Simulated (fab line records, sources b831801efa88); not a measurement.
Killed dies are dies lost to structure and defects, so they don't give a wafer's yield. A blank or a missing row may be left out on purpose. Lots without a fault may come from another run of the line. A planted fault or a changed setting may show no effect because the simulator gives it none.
Which tool did it? | flow sfq_line | 6 lots, 18 wafers sampled, at 3 steps of a route of 325

WHAT THE GAUGES READ, wafer by wafer
SFQ_M6_RS_MEAS_938: measures by four-point-probe.
lot  | measured     | on            | M6_NB_RS (ohm/sq)
L605 | day 69 11:37 | film_metro-03 | 0.904 0.902 0.891
L607 | day 72 06:56 | film_metro-03 | 0.895 0.889 0.889
L609 | day 72 10:32 | film_metro-04 | 0.889 0.884 0.893
L615 | day 76 07:24 | film_metro-03 | 1.630 0.881 0.883
L620 | day 79 00:52 | film_metro-03 | 0.891 0.898 0.897
L623 | day 81 02:38 | film_metro-04 | 0.885 0.877 0.884

WHICH TOOL RAN EACH LOT (tool, then ch and the chambers of the sampled wafers, then the start)
lot  | SFQ_TRILAYER_I5_ETCH_VIA_ETCH_147  | SFQ_TRILAYER_M6_DEP_SPUTTER_157
L605 | rie_diel-03 ch 0,1, day 68 09:38   | pvd_sputter-04, day 69 11:31
L607 | rie_diel-01 ch 0,1,3, day 68 13:14 | pvd_sputter-06, day 72 06:51
L609 | rie_diel-02 ch 1,2,3, day 68 16:50 | pvd_sputter-04, day 72 10:27
L615 | rie_diel-03 ch 0,3, day 71 21:16   | pvd_sputter-04, day 76 07:16
L620 | rie_diel-03 ch 0,3, day 78 19:57   | pvd_sputter-03, day 79 00:47
L623 | rie_diel-02 ch 1,2, day 80 19:43   | pvd_sputter-04, day 81 02:32
- SFQ_TRILAYER_I5_ETCH_VIA_ETCH_147: etches the open film in CHF3, stops on Nb, target depth 360 nm.
- SFQ_TRILAYER_M6_DEP_SPUTTER_157: material Nb, target thk 200 nm, time 133.3 s.

THE ANSWER, worked out from the rows above alone
Rule: what is usual is taken from the lots themselves. Put in order of their means at a reading, lots are off if they are a third of the lots or fewer, leave a main group of 4 or more, and stand apart from it by a gap of 3 or more times the standard deviation of the main group's means; of several such gaps the widest counts. A main group whose means are all the same, to the digits that the tables above print for the reading, isn't used. A lot without any number at a reading at which 4 lots or more have one is off too. The other lots that the step has rows for count as sound.
Off: L615, at SFQ_M6_RS_MEAS_938 (M6_NB_RS). The main group: mean 0.891 ohm/sq, standard deviation 0.0058.
A tool fits if, at a process step before that reading, it ran every lot that is off, and no sound lot after the first of them. The gauges at SFQ_M6_RS_MEAS_938 are tried like those tools. None of those tried fits.

WHAT THE SIMULATOR HAD PUT IN
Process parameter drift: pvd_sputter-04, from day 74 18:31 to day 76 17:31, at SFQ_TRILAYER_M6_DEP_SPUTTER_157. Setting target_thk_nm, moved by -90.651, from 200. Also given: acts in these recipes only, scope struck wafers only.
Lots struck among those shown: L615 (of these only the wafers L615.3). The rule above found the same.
